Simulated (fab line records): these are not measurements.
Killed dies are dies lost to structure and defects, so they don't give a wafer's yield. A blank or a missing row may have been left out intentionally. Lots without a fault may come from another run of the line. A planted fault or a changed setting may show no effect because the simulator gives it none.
A struck lot beside a sound one    flow sky130    38 steps out of a route of 708
Sound: these wafers, L934.2, L934.3, L934.5. Struck: wafer L937.3. (L937.5 of the same lot was not struck and is left out.) The cause comes at the end.
Per side, at each step with rows, come the tool, then ch with its chambers, and then its first start. Under that, the readings that differ: sound wafers    struck wafers    difference of the means    sigmas: that difference in standard deviations of wafers without a fault.
alike: same words and numbers on both sides, and readings whose means sit less than 2 such deviations apart. not compared: any withheld reading, any reading some wafer has no value for, any bound like >300 that may hide the same value, and any number with overlapping values for which the record gives no deviation.
The two part at a step that has a row with sigmas, a row that says differs or no value, or rows on one side only. Numbers that have no deviation but don't overlap get no sigmas and don't part them. A reading that every wafer of one side lacks parts them only if that side has two wafers or more.

SKY_SD_N_OVL_MEAS_08:
  sound on overlay-02 at day 30 10:54; struck on overlay-01 at day 31 10:10
reading        sound           struck  difference  sigmas
SD_N_OVL (nm)  -3.1 -1.9 -3.5  1.9     +4.7        +4
then, 2 steps without rows for these wafers: SKY_SD_N_IMPLANT_09; SKY_SD_N_IMPLANT_10.
SKY_SD_N_STRIP_11: strips in O2/N2.
  sound on plasma asher-01 ch 0, day 30 11:14; struck on plasma asher-01 ch 1, day 31 10:31
reading                      sound        struck  difference  sigmas
drypump motor current A (A)  5.6 5.6 5.5  6.5     +0.9        +2
  alike: oes product au, strip time to endpoint s
  not compared: rf hours counter h
SKY_SD_N_TW_MEAS_12:
  sound on film metro-01 at day 30 11:20; struck on film metro-03 at day 31 10:37
  alike: SD_N_TW
then, 1 step without rows for these wafers: SKY_SD_N_CLEAN_13 (cleans in SC1/SC2, time 150 s).
SKY_SD_N_RTA_14: time 2 s.
  sound on rtp anneal-01 ch 0, day 30 11:27; struck on rtp anneal-02 ch 0, day 31 10:43
reading           sound                 struck  difference  sigmas
wafer_temp_C_max  1082.4 1076.8 1080.4  1076.5  -3.4        -2
  alike: lamp power pct, ramp down c per s
SKY_SD_N_RS_MEAS_16: the measuring method here is four-point-probe.
  sound on film metro-02 at day 30 11:38; struck on film metro-01 at day 31 10:55
reading           sound              struck  difference  sigmas
SD_N_RS (ohm/sq)  68.60 68.67 68.97  68.29   -0.46       -4
SKY_SD_N_RS_MEAS_17: the measuring method here is four-point-probe.
  sound on film metro-02 at day 30 11:45; struck on film metro-01 at day 31 11:02
reading           sound              struck  difference  sigmas
SD_P_RS (ohm/sq)  147.8 147.6 147.7  146.6   -1.1        -3
SKY_SD_N_RS_MEAS_18: the measuring method here is four-point-probe.
  sound on film metro-02 at day 30 11:52; struck on film metro-01 at day 31 11:09
  alike: RES_XHIGH_RS
then, 1 step without rows for these wafers: SKY_SALICIDE_CLEAN_00 (cleans in HF-last, time 30 s).
SKY_LI_CONTACT_HDPCVD_00: deposits PSG, target thk 930 nm, time 155 s.
  sound on hdpcvd-02 ch 1,2, day 30 11:59; struck on hdpcvd-01 ch 1, day 31 11:15
reading                                        sound              struck  difference  sigmas
model.PSG_of_LI_CONTACT_HDPCVD_00.thk nm (nm)  920.7 942.2 940.9  423.5   -511.1      
SKY_LI_CONTACT_THK_MEAS_01:
  sound on film metro-01 at day 30 12:06; struck on film metro-03 at day 31 11:22
reading                     sound        struck  difference  sigmas
LI_CONTACT_HDPCVD_THK (nm)  921 943 940  424     -511        -51
SKY_LI_CONTACT_CMP_02: polishes PSG.
  sound on cmp-01 ch 0,2,3, day 30 12:15; struck on cmp-02 ch 1, day 31 11:28
reading                 sound           struck  difference  sigmas
time to endpoint s (s)  31.2 30.1 32.5  19.0    -12.3       -4
  alike: motor current A, slurry flow ml min
SKY_LI_CONTACT_BOW_MEAS_03:
  sound on film metro-02 at day 30 12:28; struck on film metro-03 at day 31 11:45
reading              sound     struck  difference  sigmas
LI_CONTACT_BOW (um)  52 67 60  39      -21         -3
then, 8 steps without rows for these wafers: SKY_LI_CONTACT_DEHYDRATE_04 (time 60 s); SKY_LI_CONTACT_HMDS_05 (prime time 60 s); SKY_LI_CONTACT_COAT_06 (resist thk 60 nm); SKY_LI_CONTACT_COAT_07 (resist thk 450 nm); SKY_LI_CONTACT_SOFTBAKE_08 (time 90 s); SKY_LI_CONTACT_EXPOSE_09 (exposes mask LICM1, target cd 170 nm); SKY_LI_CONTACT_PEB_10; SKY_LI_CONTACT_DEVELOP_11 (develop time 60 s).
SKY_LI_CONTACT_CD_MEAS_12 targets a cd of 170 nm.
  sound on cd sem-02 at day 31 15:51; struck on cd sem-02 at day 32 14:38
  alike: cd nm
SKY_LI_CONTACT_OVL_MEAS_13:
  sound on overlay-01 at day 31 15:58; struck on overlay-01 at day 32 14:43
  alike: LI_CONTACT_OVL
SKY_LI_CONTACT_ETCH_14: etches BARC in N2/H2, stops on SiO2, time 45.9 s, target depth 60 nm.
  sound on rie diel-02 ch 0,1, day 31 15:59; struck on rie diel-02 ch 2, day 32 14:45
reading                sound              struck  difference  sigmas
oes product au (a.u.)  0.857 0.845 0.852  0.867   +0.016      +3
  alike: drypump motor current A, throttle valve pct
  not compared: rf hours counter h
SKY_LI_CONTACT_ETCH_15: etches PSG in C4F8/O2/Ar, stops on Si, target depth 600 nm.
  sound on rie diel-02 ch 0,1, day 31 16:02; struck on rie diel-02 ch 2, day 32 14:47
reading                                 sound              struck  difference  sigmas
oes product au (a.u.)                   0.840 0.830 0.826  0.701   -0.131      -27
model.LI_CONTACT.feature depth nm (nm)  595.8 596.5 596.4  423.5   -172.7      
model.etch.depth nm (nm)                595.8 596.5 596.4  423.5   -172.7      
then, 3 steps without rows for these wafers: SKY_LI_CONTACT_STRIP_16 (strips in O2/N2); SKY_LI_CONTACT_CLEAN_17 (cleans in NMP, time 600 s); SKY_LI_CONTACT_PRE_CLEAN_18 (time 5.6 s).
SKY_LI_CONTACT_SPUTTER_19: material Ti, target thk 20 nm, time 106.37 s.
  sound on pvd sputter-03 at day 31 16:25; struck on pvd sputter-03 at day 32 15:10
  alike: throttle valve pct
then, 2 steps without rows for these wafers: SKY_LI_CONTACT_SPUTTER_20 (material TiN, target thk 20 nm, time 80 s); SKY_LI_CONTACT_CVD_21 (deposits W, target thk 400 nm, time 120.56 s).
SKY_LI_CONTACT_RS_MEAS_22: the measuring method here is four-point-probe.
  sound on film metro-03 at day 31 16:41; struck on film metro-02 at day 32 15:28
  alike: LI_CONTACT_W_RS
SKY_LI_CONTACT_THK_MEAS_23: measures by xrf.
  sound on film metro-03 at day 31 16:48; struck on film metro-02 at day 32 15:34
  alike: LI_CONTACT_W_THK
SKY_LI_CONTACT_CMP_24: polishes, stops on PSG, t overpolish 20 s, target thk 0 nm.
  sound on cmp-02 ch 1,2, day 31 16:51; struck on cmp-02 ch 3, day 32 15:43
reading                                        sound          struck  difference  sigmas
model.PSG_of_LI_CONTACT_HDPCVD_00.thk nm (nm)  586.3 587 587  414     -173        
  alike: motor current A, overpolish run s, slurry flow ml min, time to endpoint s
SKY_LOCAL_INTERCONNECT_SPUTTER_00: material TiN, target thk 100 nm, time 83.3 s.
  sound on pvd sputter-04 at day 31 17:09; struck on pvd sputter-02 at day 32 15:55
  alike: throttle valve pct
-- the record jumps here: 16 days lie between the struck wafers' starts before and after (it left off in module LOCAL_INTERCONNECT and takes up again in module PAD_OPEN, whose first step shown is number 708 of the route) --
SKY_PAD_OPEN_PROBE_99:
  sound on prober-02 at day 47 15:22; struck on prober-01 at day 48 06:30
reading                                  sound              struck  difference  sigmas
model.etest.cap li to poly.c af um2      96.56 100.3 98.67  194.1   +95.6       
model.etest.licon pdiff.rc ohm           579 585.5 581.1    488     -94         
model.etest.licon high po.rc ohm         362.2 360 358.6    300.8   -59.5       
model.etest.nfet_01v8.r on ohm um        844.1 843.8 841.6  808.3   -34.9       
model.etest.licon ndiff.rc ohm           186.5 185.4 183.5  142.5   -42.6       
model.etest.sonos uncharged.r on ohm um  822 818.7 820.2    769     -51         
model.etest.licon poly.rc ohm            156.7 154.9 155.7  122.9   -32.9       
model.etest.cap li to well.c af um2      38.29 36.95 37.54  43.7    +6.1        
  alike: killed_at_M0_to_M3, killed_at_M4_up, killed at contacts, killed at front end, killed at other, killed dies, killed open, killed short

WHERE THEY PART
Last at SKY_LI_CONTACT_ETCH_15 as far as this record goes, first at SKY_SD_N_OVL_MEAS_08. Later steps at which nothing parts them and some readings are alike: SKY_LI_CONTACT_SPUTTER_19, SKY_LI_CONTACT_RS_MEAS_22, SKY_LI_CONTACT_THK_MEAS_23, SKY_LI_CONTACT_CMP_24, SKY_LOCAL_INTERCONNECT_SPUTTER_00, SKY_PAD_OPEN_PROBE_99.

WHY: what the simulator had put in
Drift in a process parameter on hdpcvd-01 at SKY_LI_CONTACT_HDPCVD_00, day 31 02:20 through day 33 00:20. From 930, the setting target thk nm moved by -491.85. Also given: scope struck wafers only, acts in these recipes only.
